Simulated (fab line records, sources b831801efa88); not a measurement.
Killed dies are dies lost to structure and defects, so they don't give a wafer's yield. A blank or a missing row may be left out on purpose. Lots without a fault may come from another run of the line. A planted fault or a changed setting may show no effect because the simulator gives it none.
fab line records | flow sky130
record lots=6 wafers=18 last_day=50
route steps=708 shown VIA2@524 METAL3@532 CAPM@537 PAD_OPEN@708
lots that met no fault: from a run of the same line without faults
start_h: hours from the record's first day to the start of the lot's first wafer shown | wait_h: hours since the lot's step before | " the same as in the row above | L1.1+2: a row that stands for several wafers | - no value, or no start given | * or withheld: withheld | < > ~ a bound
route shown NAME@n: a module of which the file shows steps, and the number in the route of the first | usual: mean/standard deviation of fault-free wafers | same: alike in all rows | chamber/n: place in a boat | sites: the reading at each site | _std_site: their standard deviation | _edge_site: outer sites' mean less inner sites' | radius_mm: how far each site lies from the wafer's centre | mask NAME#n: copy n | behind: the tool/chamber that last shaped the wafer | hold: why the lot was held/for how many hours/how that ended | device: the transistor (n, p or np) that didn't switch | end of line: the same wafers' tests at the end of the route | a step without rows: its recipe alone | killed: dies lost to structure and defects at the first sort, not the wafer's yield | map: a wafer's dies, x killed, . not, _ none there
set.NAME: the setting as run; set.NAME@STEP: as run at that earlier step | model.NAME: the simulator's own value behind a step, which no gauge read
lots at some steps of the route; a table a step, a row a wafer
services: from which hour (start_h, from the record's first day; less than 0 if before it) a tool's chamber was out of use, for how many hours, and why
## steps
# step SKY_VIA2_STRIP_17
# recipe chemistry=post_etch_residue_remover time_s=1200 temp_c=72.5
# step SKY_VIA2_CLEAN_18
# recipe chemistry=IPA time_s=180 temp_c=25
# step SKY_VIA2_CLEAN_19
# recipe chemistry=O3/DIW dry=n2_spin
# step SKY_VIA2_SPUTTER_20
# recipe material=TiN target_thk_nm=20 chamber_pressure_pa=5 power_w=4000 time_s=80
# usual chamber_pressure_pa=5.000/0.01 throttle_valve_pct=30.1/0.73
# columns lot.wafer tool chamber start_h wait_h chamber_pressure_pa throttle_valve_pct
L233.1 pvd_sputter-02 - 852.75 0.0 4.992 30.1
L233.2 " - " " 4.993 30.6
L233.4 " - " " 5.000 28.7
L246.1 pvd_sputter-02 - 946.05 0.0 5.006 29.8
L246.2 " - " " 4.995 30.1
L246.4 " - " " 4.997 28.7
L250.2 pvd_sputter-02 - 978.53 0.0 5.002 30.8
L250.5 " - " " 4.988 29.9
L250.6 " - " " 5.008 28.9
L251.1 pvd_sputter-03 - 984.04 0.0 4.990 30.5
L251.2 " - " " 4.996 30.4
L251.5 " - " " 5.005 30.0
L252.1 pvd_sputter-01 - 986.70 0.0 5.006 29.0
L252.2 " - " " 5.003 29.8
L252.5 " - " " 4.987 30.5
L255.2 pvd_sputter-02 - 1005.08 0.0 5.001 29.0
L255.3 " - " " 4.989 30.4
L255.6 " - " " 5.018 28.5
# step SKY_VIA2_CVD_21
# recipe material=W target_thk_nm=420 time_s=126.4 temp_c=400 pressure_torr=40
# usual heater_power_w=831/79
# columns lot.wafer tool chamber start_h wait_h heater_power_w
L233.1 cvd_w-01 1 852.81 0.0 778
L233.2 " 0 " " 860
L233.4 " 0 " " 875
L246.1 cvd_w-02 0 946.11 0.0 883
L246.2 " 1 " " 899
L246.4 " 0 " " 923
L250.2 cvd_w-02 0 978.59 0.0 935
L250.5 " 0 " " 888
L250.6 " 1 " " 917
L251.1 cvd_w-02 1 984.10 0.0 906
L251.2 " 0 " " 893
L251.5 " 0 " " 903
L252.1 cvd_w-01 0 986.76 0.0 837
L252.2 " 1 " " 719
L252.5 " 1 " " 712
L255.2 cvd_w-01 1 1005.15 0.0 692
L255.3 " 0 " " 823
L255.6 " 1 " " 701
# step SKY_VIA2_RS_MEAS_22
# recipe thk_meas_gauge=four-point-probe reads=W_of_VIA2_CVD_21+TiN_of_VIA2_SPUTTER_20
# usual VIA2_W_RS=0.2757/0.0027
# columns lot.wafer tool chamber start_h wait_h VIA2_W_RS[ohm/sq]
L233.1 film_metro-02 - 852.94 0.1 0.2761
L233.2 " - " " 0.2764
L233.4 " - " " 0.2778
L246.1 film_metro-02 - 946.24 0.1 0.2745
L246.2 " - " " 0.2741
L246.4 " - " " 0.2744
L250.2 film_metro-01 - 978.75 0.1 0.2729
L250.5 " - " " 0.2745
L250.6 " - " " 0.2743
L251.1 film_metro-02 - 984.23 0.1 0.2769
L251.2 " - " " 0.2767
L251.5 " - " " 0.2766
L252.1 film_metro-01 - 986.89 0.1 0.2755
L252.2 " - " " 0.2735
L252.5 " - " " 0.2774
L255.2 film_metro-02 - 1005.30 0.1 0.2741
L255.3 " - " " 0.2762
L255.6 " - " " 0.2736
# step SKY_VIA2_THK_MEAS_23
# recipe thk_meas_gauge=xrf reads=W_of_VIA2_CVD_21
# usual VIA2_W_THK=419/8
# columns lot.wafer tool chamber start_h wait_h VIA2_W_THK[nm]
L233.1 film_metro-02 - 853.06 0.1 415
L233.2 " - " " 414
L233.4 " - " " 411
L246.1 film_metro-02 - 946.36 0.1 414
L246.2 " - " " 418
L246.4 " - " " 419
L250.2 film_metro-01 - 978.86 0.1 425
L250.5 " - " " 420
L250.6 " - " " 422
L251.1 film_metro-02 - 984.35 0.1 414
L251.2 " - " " 416
L251.5 " - " " 415
L252.1 film_metro-01 - 987.01 0.1 419
L252.2 " - " " 420
L252.5 " - " " 416
L255.2 film_metro-02 - 1005.41 0.1 418
L255.3 " - " " 418
L255.6 " - " " 423
# step SKY_VIA2_CMP_24
# recipe stop_on=SiO2 t_overpolish_s=20 down_force_psi=3.5 platen_rpm=60 target_thk_nm=0 pad_velocity_m_s=0.94248
# step SKY_METAL3_SPUTTER_00
# recipe material=Ti target_thk_nm=15 power_w=3000 time_s=10 chamber_pressure_pa=0.4
# usual chamber_pressure_pa=0.4001/0.00084 throttle_valve_pct=30.1/0.72
# columns lot.wafer tool chamber start_h wait_h chamber_pressure_pa throttle_valve_pct
L233.1 pvd_sputter-03 - 853.56 0.2 0.3999 30.4
L233.2 " - " " 0.3985 30.5
L233.4 " - " " 0.4001 30.5
L246.1 pvd_sputter-04 - 946.72 0.2 0.4002 28.6
L246.2 " - " " 0.4004 29.8
L246.4 " - " " 0.4004 28.8
L250.2 pvd_sputter-02 - 979.21 0.2 0.3998 29.8
L250.5 " - " " 0.4001 30.4
L250.6 " - " " 0.4001 28.9
L251.1 pvd_sputter-04 - 984.71 0.2 0.4002 30.6
L251.2 " - " " 0.4004 28.9
L251.5 " - " " 0.3993 30.2
L252.1 pvd_sputter-04 - 987.37 0.1 0.4011 30.8
L252.2 " - " " 0.3991 29.5
L252.5 " - " " 0.4001 30.4
L255.2 pvd_sputter-02 - 1005.76 0.1 0.4011 29.7
L255.3 " - " " 0.4009 30.7
L255.6 " - " " 0.4010 30.6
# step SKY_METAL3_SPUTTER_01
# recipe material=TiN target_thk_nm=20 power_w=6500 time_s=16.7 chamber_pressure_pa=0.4
# usual chamber_pressure_pa=0.4001/0.00087 throttle_valve_pct=30.1/0.73
# columns lot.wafer tool chamber start_h wait_h chamber_pressure_pa throttle_valve_pct
L233.1 pvd_sputter-03 - 853.59 0.0 0.3999 30.5
L233.2 " - " " 0.4004 30.0
L233.4 " - " " 0.3999 30.9
L246.1 pvd_sputter-04 - 946.74 0.0 0.4015 28.7
L246.2 " - " " 0.3997 29.7
L246.4 " - " " 0.4007 28.7
L250.2 pvd_sputter-02 - 979.23 0.0 0.3998 29.8
L250.5 " - " " 0.3992 30.2
L250.6 " - " " 0.3998 28.7
L251.1 pvd_sputter-04 - 984.74 0.0 0.3998 31.0
L251.2 " - " " 0.4005 28.8
L251.5 " - " " 0.3998 30.4
L252.1 pvd_sputter-04 - 987.40 0.0 0.3986 30.7
L252.2 " - " " 0.4006 29.5
L252.5 " - " " 0.4004 30.4
L255.2 pvd_sputter-02 - 1005.78 0.0 0.4007 30.0
L255.3 " - " " 0.4009 30.5
L255.6 " - " " 0.3987 30.5
# step SKY_METAL3_SPUTTER_02
# recipe material=AlCu target_thk_nm=735 power_w=10600 time_s=39.1 chamber_pressure_pa=0.4
# step SKY_METAL3_SPUTTER_03
# recipe material=Ti target_thk_nm=5 power_w=3000 time_s=3.3 chamber_pressure_pa=0.4
# step SKY_METAL3_SPUTTER_04
# recipe material=TiN target_thk_nm=70 power_w=6500 time_s=58.3 chamber_pressure_pa=0.4
# usual chamber_pressure_pa=0.3999/0.0008 throttle_valve_pct=30.1/0.72
# columns lot.wafer tool chamber start_h wait_h chamber_pressure_pa throttle_valve_pct
L233.1 pvd_sputter-03 - 853.67 0.0 0.3994 30.4
L233.2 " - " " 0.3989 30.0
L233.4 " - " " 0.4000 30.8
L246.1 pvd_sputter-04 - 946.82 0.0 0.3990 29.0
L246.2 " - " " 0.4020 29.9
L246.4 " - " " 0.3997 28.8
L250.2 pvd_sputter-02 - 979.32 0.0 0.4012 30.0
L250.5 " - " " 0.4003 30.4
L250.6 " - " " 0.4009 28.5
L251.1 pvd_sputter-04 - 984.82 0.0 0.3990 30.9
L251.2 " - " " 0.3997 29.0
L251.5 " - " " 0.3758 30.8
L252.1 pvd_sputter-04 - 987.48 0.0 0.3998 30.9
L252.2 " - " " 0.3994 29.6
L252.5 " - " " 0.3766 30.8
L255.2 pvd_sputter-02 - 1005.86 0.0 0.4003 30.1
L255.3 " - " " 0.4003 30.7
L255.6 " - " " 0.4004 30.6
# step SKY_CAPM_CVD_00
# recipe material=SiO2 target_thk_nm=15.5 temp_c=400 time_s=withheld rf_w=450
# usual heater_power_w=710/78 rf_fwd_power_W=440.3/1.8
# columns lot.wafer tool chamber start_h wait_h heater_power_w rf_fwd_power_W
L233.1 pecvd-04 1 853.72 0.0 751 439.2
L233.2 " 0 " " 647 438.6
L233.4 " 0 " " 654 437.3
L246.1 pecvd-04 1 946.87 0.0 769 441.6
L246.2 " 2 " " 734 438.1
L246.4 " 0 " " 732 437.0
L250.2 pecvd-02 2 979.37 0.0 586 441.8
L250.5 " 0 " " 669 441.1
L250.6 " 2 " " 589 443.0
L251.1 pecvd-03 1 984.87 0.0 755 439.8
L251.2 " 2 " " 896 438.2
L251.5 " 0 " " 662 441.7
L252.1 pecvd-02 0 987.53 0.0 613 439.6
L252.2 " 2 " " 621 443.9
L252.5 " 2 " " 602 440.1
L255.2 pecvd-03 0 1005.91 0.0 673 439.1
L255.3 " 2 " " 880 437.9
L255.6 " 2 " " 884 436.5
# step SKY_PAD_OPEN_PROBE_99
# usual defect_limited_yield=82.2/1.9 killed_at_M0_to_M3=43/6.5 killed_at_M4_up=3.5/1.9 killed_at_contacts=24/5.4 killed_at_front_end=16/4.8 killed_at_other=0.4/0.64 killed_dies=87/9.4 killed_open=47/7 killed_short=40/6.3 sort_bin_3_pad_short=0.9/0.4 sort_bin_5_function=10.5/1.4 sort_bin_6_memory=6.3/1.1 sort_n_pass=405/9.4 sort_yield_pct=82.2/1.9
# same gross_dies=492 killed_at_back_side=0 sort_bin_4_leakage[%]=0 sort_bin_8_speed[%]=0
# columns lot.wafer tool chamber start_h wait_h defect_limited_yield[%] killed_at_M0_to_M3 killed_at_M4_up killed_at_contacts killed_at_front_end killed_at_other killed_dies killed_open killed_short sort_bin_3_pad_short[%] sort_bin_5_function[%] sort_bin_6_memory[%] sort_n_pass sort_yield_pct[%]
L233.1 prober-02 - 1077.90 0.1 81.7 49 4 27 10 0 90 54 36 1.0 10.6 6.7 402 81.7
L233.2 prober-02 - 1077.95 0.1 85.4 45 1 20 6 0 72 45 27 0.4 8.7 5.5 420 85.4
L233.4 prober-02 - 1078.05 0.2 84.1 37 1 28 12 0 78 46 32 1.4 9.3 5.1 414 84.1
L246.1 prober-02 - 1150.66 0.1 79.9 50 3 18 28 0 99 55 44 1.0 12.2 6.9 393 79.9
L246.2 prober-02 - 1150.71 0.1 81.9 47 6 21 15 0 89 46 43 0.8 11.0 6.3 403 81.9
L246.4 prober-02 - 1150.81 0.2 79.7 43 4 29 22 2 100 49 51 0.8 10.4 9.1 392 79.7
L250.2 prober-02 - 1174.64 0.1 83.5 38 6 14 23 0 81 46 35 1.0 8.9 6.5 411 83.5
L250.5 prober-02 - 1174.79 0.2 82.3 37 3 29 17 1 87 47 39 0.2 11.8 5.7 405 82.3
L250.6 prober-02 - 1174.84 0.2 82.9 43 3 13 24 1 84 37 46 0.8 11.0 5.3 408 82.9
L251.1 prober-01 - 1179.54 0.1 84.1 40 1 24 13 0 78 47 31 0.4 10.4 5.1 414 84.1
L251.2 prober-01 - 1179.59 0.1 81.9 45 4 25 15 0 89 49 40 1.4 9.3 7.3 403 81.9
L251.5 prober-01 - 1179.74 0.2 81.7 43 3 21 23 0 90 58 32 0.8 11.2 6.3 402 81.7
L252.1 prober-02 - 1181.39 0.1 79.9 41 3 30 25 0 99 59 40 0.4 13.6 6.1 393 79.9
L252.2 prober-02 - 1181.44 0.1 85.8 35 3 21 11 0 70 37 33 0.4 8.7 5.1 422 85.8
L252.5 prober-02 - 1181.59 0.2 82.1 39 4 31 14 0 88 52 36 1.0 9.6 7.3 404 82.1
L255.2 prober-01 - 1194.84 0.1 82.7 43 2 19 21 0 85 46 39 0.8 11.0 5.5 407 82.7
L255.3 prober-01 - 1194.89 0.2 83.9 32 1 20 25 1 79 34 44 0.8 10.4 4.9 413 83.9
L255.6 prober-01 - 1195.04 0.2 80.7 42 7 24 21 1 95 47 48 1.4 11.0 6.9 397 80.7
# killed by level:class
L233.1 CONTACT:geometric_particle:open=14 LI_CONTACT:geometric_particle:open=8 VIA1:geometric_particle:open=8 VIA2:geometric_particle:open=8 VIA3:geometric_particle:open=8 VIA1:geometric_particle:short=7 METAL3:geometric_particle:short=5 FIELD_ISO:geometric_particle:open=4
L233.2 VIA1:geometric_particle:open=12 CONTACT:geometric_particle:open=9 VIA1:geometric_particle:short=7 VIA3:geometric_particle:open=7 METAL2:geometric_particle:short=6 LI_CONTACT:geometric_particle:open=5 METAL1:geometric_particle:short=4 VIA2:geometric_particle:open=4
L233.4 CONTACT:geometric_particle:open=13 VIA1:geometric_particle:open=10 LI_CONTACT:geometric_particle:open=7 METAL3:geometric_particle:short=5 VIA3:geometric_particle:open=5 CONTACT:geometric_particle:short=4 VIA2:geometric_particle:open=4 FIELD_ISO:geometric_particle:short=3
L246.1 VIA1:geometric_particle:open=12 FIELD_ISO:geometric_particle:short=11 LI_CONTACT:geometric_particle:open=7 VIA1:geometric_particle:short=7 VIA2:geometric_particle:open=7 METAL1:geometric_particle:short=6 VIA3:geometric_particle:open=6 FIELD_ISO:geometric_particle:open=5
L246.2 VIA1:geometric_particle:open=13 CONTACT:geometric_particle:open=9 METAL1:geometric_particle:short=8 VIA1:geometric_particle:short=7 FIELD_ISO:geometric_particle:short=5 LI_CONTACT:geometric_particle:open=5 VIA3:geometric_particle:short=4 FIELD_ISO:geometric_particle:open=3
L246.4 VIA1:geometric_particle:open=14 LI_CONTACT:geometric_particle:open=7 CONTACT:geometric_particle:open=7 METAL1:geometric_particle:short=7 POLY_GATE:geometric_particle:short=6 FIELD_ISO:geometric_particle:open=5 CONTACT:geometric_particle:short=5 LOCAL_INTERCONNECT:geometric_particle:short=5
L250.2 VIA3:geometric_particle:open=8 METAL1:geometric_particle:short=7 POLY_GATE:geometric_particle:open=6 POLY_GATE:geometric_particle:short=5 CONTACT:geometric_particle:open=5 VIA2:geometric_particle:open=5 FIELD_ISO:geometric_particle:open=4 FIELD_ISO:geometric_particle:short=4
L250.5 LI_CONTACT:geometric_particle:open=10 CONTACT:geometric_particle:open=10 VIA3:geometric_particle:open=8 METAL2:geometric_particle:short=6 FIELD_ISO:geometric_particle:open=5 CONTACT:geometric_particle:short=5 VIA1:geometric_particle:short=5 POLY_GATE:geometric_particle:open=4
L250.6 POLY_GATE:geometric_particle:short=9 METAL1:geometric_particle:short=9 FIELD_ISO:geometric_particle:open=6 VIA3:geometric_particle:short=6 VIA3:geometric_particle:open=5 FIELD_ISO:geometric_particle:short=4 LI_CONTACT:geometric_particle:open=4 VIA2:geometric_particle:open=4
L251.1 VIA1:geometric_particle:open=11 CONTACT:geometric_particle:open=8 VIA1:geometric_particle:short=7 LI_CONTACT:geometric_particle:open=7 LOCAL_INTERCONNECT:geometric_particle:short=7 VIA3:geometric_particle:open=7 POLY_GATE:geometric_particle:open=6 METAL1:geometric_particle:short=3
L251.2 VIA1:geometric_particle:open=13 LI_CONTACT:geometric_particle:open=7 CONTACT:geometric_particle:open=7 METAL2:geometric_particle:short=6 VIA2:geometric_particle:open=6 FIELD_ISO:geometric_particle:open=5 VIA3:geometric_particle:open=5 LI_CONTACT:geometric_particle:short=4
L251.5 VIA1:geometric_particle:open=11 LI_CONTACT:geometric_particle:open=9 FIELD_ISO:geometric_particle:open=8 CONTACT:geometric_particle:open=8 VIA3:geometric_particle:open=6 VIA2:geometric_particle:open=5 POLY_GATE:geometric_particle:open=5 METAL2:geometric_particle:short=5
L252.1 LI_CONTACT:geometric_particle:open=12 VIA1:geometric_particle:open=10 FIELD_ISO:geometric_particle:short=9 VIA2:geometric_particle:open=8 CONTACT:geometric_particle:short=7 VIA3:geometric_particle:open=6 METAL2:geometric_particle:short=5 FIELD_ISO:geometric_particle:open=4
L252.2 VIA1:geometric_particle:open=11 CONTACT:geometric_particle:open=7 METAL2:geometric_particle:short=5 VIA2:geometric_particle:open=5 FIELD_ISO:geometric_particle:short=4 VIA2:geometric_particle:short=4 LI_CONTACT:geometric_particle:short=3 LI_CONTACT:geometric_particle:open=3
L252.5 LI_CONTACT:geometric_particle:open=13 VIA1:geometric_particle:open=11 VIA1:geometric_particle:short=7 CONTACT:geometric_particle:open=6 METAL2:geometric_particle:short=5 METAL1:geometric_particle:short=5 VIA3:geometric_particle:open=5 FIELD_ISO:geometric_particle:short=4
L255.2 VIA1:geometric_particle:open=9 VIA3:geometric_particle:open=9 FIELD_ISO:geometric_particle:short=8 CONTACT:geometric_particle:short=6 METAL2:geometric_particle:short=6 FIELD_ISO:geometric_particle:open=5 POLY_GATE:geometric_particle:open=5 CONTACT:geometric_particle:open=5
L255.3 POLY_GATE:geometric_particle:short=8 FIELD_ISO:geometric_particle:short=7 LI_CONTACT:geometric_particle:open=6 VIA2:geometric_particle:open=6 LOCAL_INTERCONNECT:geometric_particle:short=5 FIELD_ISO:geometric_particle:open=4 CONTACT:geometric_particle:open=4 VIA1:geometric_particle:open=4
L255.6 FIELD_ISO:geometric_particle:short=8 CONTACT:geometric_particle:open=8 VIA3:geometric_particle:open=8 FIELD_ISO:geometric_particle:open=6 CONTACT:geometric_particle:short=6 METAL2:geometric_particle:short=5 VIA1:geometric_particle:open=5 METAL1:geometric_particle:short=4
## services
# columns tool chamber start_h hours kind
pecvd-02 1 859.75 12.0 repair
cvd_w-02 1 860.79 5.3 repair
pecvd-03 - 863.89 5.5 pm
pvd_sputter-02 - 870.27 2.4 repair
pvd_sputter-04 - 872.23 7.8 repair
pecvd-02 2 877.84 10.3 repair
pvd_sputter-04 - 879.08 1.4 repair
pecvd-04 - 880.88 6.0 pm
cvd_w-01 - 904.00 14.0 pm
cvd_w-01 0 904.00 14.0 vent_cycle
cvd_w-01 1 904.00 14.0 vent_cycle
pecvd-03 2 913.41 13.2 repair
cvd_w-01 0 918.00 - clean
cvd_w-02 - 918.00 15.6 pm
cvd_w-02 - 933.60 6.9 pm
pvd_sputter-04 - 933.97 2.4 repair
pvd_sputter-03 - 943.03 1.7 repair
pecvd-03 0 944.35 4.4 repair
pecvd-02 1 958.06 5.9 repair
pvd_sputter-02 - 982.11 11.9 repair
pvd_sputter-03 - 994.44 5.8 repair
pvd_sputter-03 - 995.29 14.7 repair
pvd_sputter-04 - 1005.31 0.9 repair
cvd_w-02 1 1005.81 16.1 repair
## key
first_sign step=SKY_METAL3_SPUTTER_04 reading=chamber_pressure_pa direction=down sigmas=30 usual=0.3999 struck=0.3762
effect none on later readings
met_at SKY_METAL3_SPUTTER_04
struck_wafers L251.5,L252.5
fault kind=process_parameter_drift tool=pvd_sputter-04 chamber=- onset_h=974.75 steps=SKY_METAL3_SPUTTER_04 channel=chamber_pressure_pa offset=-0.02373 shape=step end_h=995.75 acts_in=these_recipes_only stated=0.4 scope=struck_wafers_only
